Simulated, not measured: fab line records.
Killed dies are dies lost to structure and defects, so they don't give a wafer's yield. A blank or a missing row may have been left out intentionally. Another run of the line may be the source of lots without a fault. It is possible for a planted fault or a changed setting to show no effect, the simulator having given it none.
Matching of chambers / flow gf180mcu / GF_CONTACT_CMP_27 on cmp-02: 4 sister chambers
The step polishes, stops on SiO2, t overpolish 15 s, target thk 0 nm. 8 wafers are shown with their chamber, then 12 later ones without.

## WAFERS, EACH WITH ITS CHAMBER
wafer=L083.2; chamber=2; motorCurrentA (A)=11.7; timeToEndpointS (s)=73.2
wafer=L084.2; chamber=2; motorCurrentA (A)=11.3; timeToEndpointS (s)=74.7
wafer=L088.3; chamber=3; motorCurrentA (A)=9.6; timeToEndpointS (s)=70.2
wafer=L089.2; chamber=3; motorCurrentA (A)=9.3; timeToEndpointS (s)=73.3
wafer=L089.6; chamber=0; motorCurrentA (A)=10.8; timeToEndpointS (s)=68.2
wafer=L090.1; chamber=1; motorCurrentA (A)=11.3; timeToEndpointS (s)=74.9
wafer=L090.4; chamber=0; motorCurrentA (A)=10.0; timeToEndpointS (s)=73.2
wafer=L090.6; chamber=1; motorCurrentA (A)=11.1; timeToEndpointS (s)=76.4

## WAFERS WITH NO CHAMBER GIVEN
wafer=L091.2; motorCurrentA (A)=11.5; timeToEndpointS (s)=72.0
wafer=L091.3; motorCurrentA (A)=9.8; timeToEndpointS (s)=68.5
wafer=L091.6; motorCurrentA (A)=10.8; timeToEndpointS (s)=72.1
wafer=L091.1; motorCurrentA (A)=11.4; timeToEndpointS (s)=72.3
wafer=L091.4; motorCurrentA (A)=9.7; timeToEndpointS (s)=71.3
wafer=L091.5; motorCurrentA (A)=9.9; timeToEndpointS (s)=72.2
wafer=L093.1; motorCurrentA (A)=9.6; timeToEndpointS (s)=75.1
wafer=L093.2; motorCurrentA (A)=11.1; timeToEndpointS (s)=69.5
wafer=L093.6; motorCurrentA (A)=11.6; timeToEndpointS (s)=75.9
wafer=L096.1; motorCurrentA (A)=10.5; timeToEndpointS (s)=72.7
wafer=L096.3; motorCurrentA (A)=11.4; timeToEndpointS (s)=73.5
wafer=L096.4; motorCurrentA (A)=9.9; timeToEndpointS (s)=73.8

## WHICH CHAMBER EACH WENT THROUGH
wafer=L091.2; from the rows above=can't be placed: 2 or 1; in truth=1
wafer=L091.3; from the rows above=can't be placed: 3 or 0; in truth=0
wafer=L091.6; from the rows above=can't be placed: 0 or 1 or 2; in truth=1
wafer=L091.1; from the rows above=can't be placed: 2 or 1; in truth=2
wafer=L091.4; from the rows above=can't be placed: 3 or 0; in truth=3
wafer=L091.5; from the rows above=can't be placed: 3 or 0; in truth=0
wafer=L093.1; from the rows above=can't be placed: 3 or 0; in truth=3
wafer=L093.2; from the rows above=can't be placed: 0 or 2 or 1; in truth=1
wafer=L093.6; from the rows above=can't be placed: 2 or 1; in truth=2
wafer=L096.1; from the rows above=can't be placed: 0 or 1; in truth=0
wafer=L096.3; from the rows above=can't be placed: 2 or 1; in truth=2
wafer=L096.4; from the rows above=can't be placed: 3 or 0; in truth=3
Correct placement for 0 of the 12. Unplaceable from these rows: 12, with the true chamber sitting among the candidates in 12. Number placed wrongly: 0.
How it was worked out, from the rows above alone: a wafer's distance from a chamber is the root of the sum, over the readings, of the square of ((its reading less the chamber's mean) divided by the reading's scatter). If the next closest chamber is less than 2 further off than the closest, the wafer can't be placed; otherwise it belongs to the closest. Each chamber's mean is taken over the wafers shown for it. How the scatter is found: for the shown wafers, subtract from each reading the mean of its chamber, square and add these, divide the total by (wafers less chambers), then take the root.
